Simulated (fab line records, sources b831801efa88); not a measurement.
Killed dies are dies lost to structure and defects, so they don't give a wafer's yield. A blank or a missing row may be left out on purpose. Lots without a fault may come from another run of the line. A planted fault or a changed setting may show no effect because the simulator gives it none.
One fault seen from 2 desks | flow gf180mcu | each desk has only its own numbers; what lay behind them comes last

THE METROLOGY DESK
What the gauges read, lot by lot, whatever tool the lot ran on: means of the sampled wafers that have a number. A lot is out of limits, marked OUT, if its mean lies more than 4 standard deviations from the usual mean; the brackets give that distance.
Columns: A = MVSD_OVL at GF_MVSD_OVL_MEAS_07, usual 0.6 nm; B = POLY_GATE_CVD_00_THK at GF_POLY_GATE_THK_MEAS_01, usual 200.8 nm; C = HV_LDD_03_OVL at GF_HV_LDD_OVL_MEAS_47, usual 0.2 nm
lot  | first seen here | A    | B               | C
L104 | day 4 10:13     | 0.4  | 203.2           | -0.7
L105 | day 4 15:00     | -2.6 | 202.7           | 2.3
L106 | day 5 03:36     | -1.7 | 202.4           | 1.1
L107 | day 5 07:45     | 1.5  | 200.2           | 2.8
L109 | day 5 21:44     | 2.0  | 198.1           | -1.5
L114 | day 7 01:13     | 0.3  | 202.5           | 1.0
L115 | day 7 02:39     | 0.8  | 200.1           | -0.7
L118 | day 7 20:11     | 2.9  | 203.9           | 0.3
L120 | day 8 04:57     | -0.3 | 199.4           | -0.4
L122 | day 8 16:49     | 1.2  | 117.1 (-40) OUT | -2.0
L127 | day 10 00:53    | 1.6  | 198.7           | -0.8
This desk's finding: out of limits on L122; first on L122, day 13 13:43 (POLY_GATE_CVD_00_THK at GF_POLY_GATE_THK_MEAS_01). In limits: L104, L105, L106, L107, L109, L114, L115, L118, L120, L127.

THE TOOL OWNER'S DESK: lpcvd-02
The tool's own readings at GF_POLY_GATE_CVD_00 (deposits poly-Si, target thk 200 nm, time 1200 s): means of the sampled wafers that have a number, for each lot that ran on this tool. A lot is out of limits, marked OUT, if its mean lies more than 4 standard deviations from the usual mean; the brackets give that distance.
Columns: A = spike_tc_bottom_C at GF_POLY_GATE_CVD_00, usual 639.3 C; B = spike_tc_centre_C at GF_POLY_GATE_CVD_00, usual 620.2 C; C = spike_tc_lower_C at GF_POLY_GATE_CVD_00, usual 620.4 C; D = spike_tc_top_C at GF_POLY_GATE_CVD_00, usual 639.1 C; E = spike_tc_upper_C at GF_POLY_GATE_CVD_00, usual 620.2 C; F = susceptor_temp_C at GF_POLY_GATE_CVD_00, usual 619.95 C
lot  | first seen here | A                | B               | C               | D                | E               | F
L104 | day 8 10:29     | 643.0            | 619.9           | 620.1           | 641.1            | 618.4           | 619.94
L114 | day 11 11:40    | 640.2            | 620.9           | 622.1           | 642.0            | 619.0           | 620.00
L115 | day 11 15:34    | 641.8            | 619.7           | 620.1           | 641.5            | 619.6           | 619.84
L120 | day 12 20:23    | 641.9            | 618.9           | 621.0           | 640.8            | 619.9           | 620.39
L122 | day 13 12:22    | 618.6 (-7.7) OUT | 598.1 (-20) OUT | 599.6 (-13) OUT | 620.0 (-6.8) OUT | 597.0 (-15) OUT | 597.29 (-84) OUT
This desk's finding: out of limits on L122; first on L122, day 13 12:22 (spike_tc_bottom_C at GF_POLY_GATE_CVD_00). In limits: L104, L114, L115, L120.

PUT TOGETHER
The tool owner's desk could have raised an alarm at day 13 12:22, on L122.
The metrology desk could have raised an alarm at day 13 13:43, on L122.
Of the lots named, all ran GF_POLY_GATE_CVD_00 on lpcvd-02.

WHAT THE SIMULATOR HAD PUT IN
Process parameter drift: lpcvd-02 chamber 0, from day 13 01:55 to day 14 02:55, at GF_POLY_GATE_CVD_00. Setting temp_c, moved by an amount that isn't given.
Lots struck among those shown: L122.
Hours from the fault's start to each desk's first reading out of limits: the tool owner's desk, 10; the metrology desk, 12.
